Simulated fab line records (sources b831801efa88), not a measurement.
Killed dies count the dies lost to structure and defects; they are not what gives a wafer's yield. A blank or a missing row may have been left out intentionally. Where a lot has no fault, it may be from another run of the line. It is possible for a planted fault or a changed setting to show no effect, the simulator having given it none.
Struck lot and sound lot, side by side | flow sky130 | 15 out of 708 route steps
Sound: these wafers, L268.1, L268.2, L268.3. Wafers L273.1, L273.5, L273.6 were the ones struck. The cause is given at the end.
At each step with rows: each side's tool, then ch and its chambers, then its first start. Under that, the readings that differ: sound wafers | struck wafers | difference of the means | sigmas: that difference in standard deviations of wafers without a fault.
alike: readings with means less than 2 such deviations apart, plus words and numbers identical on both sides. not compared: withheld readings, readings lacking a value on some wafer, bounds such as >300 that could conceal the same value, and numbers that have no deviation in the record and whose values overlap.
The two part at a step that has a row with sigmas, a row that says differs or no value, or rows on one side only. Numbers that have no deviation but don't overlap get no sigmas and don't part them. A reading that every wafer of one side lacks parts them only if that side has two wafers or more.

first, 1 step without rows for these wafers: SKY_SONOS_ONO_WET_ETCH_16 (etches SiO2 in dHF, target depth 14 nm, time 280 s).
SKY_SONOS_ONO_STRIP_17: strips in O2/N2.
  sound on plasma asher-02 ch 0,1, day 16 11:43; struck on plasma asher-01 ch 0,1, day 18 05:02
  alike: drypump motor current A, oes product au, strip time to endpoint s
  not compared: rf hours counter h
then, 3 steps without rows for these wafers: SKY_SONOS_ONO_WET_ETCH_18 (etches Si3N4 in H3PO4, target depth 15 nm, time 172 s); SKY_GATE_OXIDE_CLEAN_00 (cleans in SC1/SC2, time 150 s); SKY_GATE_OXIDE_OXIDATION_01 (stabilise 600 s, purge 300 s, target thk 10.268 nm).
SKY_GATE_OXIDE_THK_MEAS_02:
  sound on film metro-02, day 16 14:06; struck on film metro-04, day 18 08:03
  alike: GATE_OXIDE_OXIDATION_00_THK
then, 6 steps without rows for these wafers: SKY_GATE_OXIDE_DEHYDRATE_03 (time 60 s); SKY_GATE_OXIDE_HMDS_04 (prime time 60 s); SKY_GATE_OXIDE_COAT_05 (resist thk 1140 nm); SKY_GATE_OXIDE_SOFTBAKE_06 (time 60 s); SKY_GATE_OXIDE_EXPOSE_07 (exposes mask LVOM, target cd 600 nm); SKY_GATE_OXIDE_PEB_08.
SKY_GATE_OXIDE_DEVELOP_09: develop time 60 s.
  sound on litho track-04 ch 0, day 17 19:47; struck on litho track-04 ch 0, day 19 13:32
  reading              | sound             | struck            | difference | sigmas
  developer temp C (C) | 22.94 22.88 22.93 | 21.97 22.11 22.01 | -0.89      | -9
  alike: chill plate temp C
SKY_GATE_OXIDE_OVL_MEAS_10:
  sound on overlay-01, day 17 19:56; struck on overlay-01, day 19 13:41
  alike: GATE_OXIDE_OVL
-- here the record skips 30 days between the struck wafers' starts before and after, leaving off in module GATE_OXIDE and picking up in module PAD_OPEN (first step shown: number 708 of the route) --
SKY_PAD_OPEN_PROBE_99:
  sound on prober-02, day 48 11:10; struck on prober-01, day 49 13:18
  alike: killed_at_M0_to_M3, killed_at_M4_up, killed at contacts, killed at front end, killed at other, killed dies, killed on rim, killed open, killed short

## WHERE THEY PART
SKY_GATE_OXIDE_DEVELOP_09 only, going by this record. Later steps at which nothing parts them and some readings are alike: SKY_GATE_OXIDE_OVL_MEAS_10, SKY_PAD_OPEN_PROBE_99.

WHY: the cause the simulator had injected
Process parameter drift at SKY_GATE_OXIDE_DEVELOP_09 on litho track-04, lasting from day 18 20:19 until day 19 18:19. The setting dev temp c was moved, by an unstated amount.
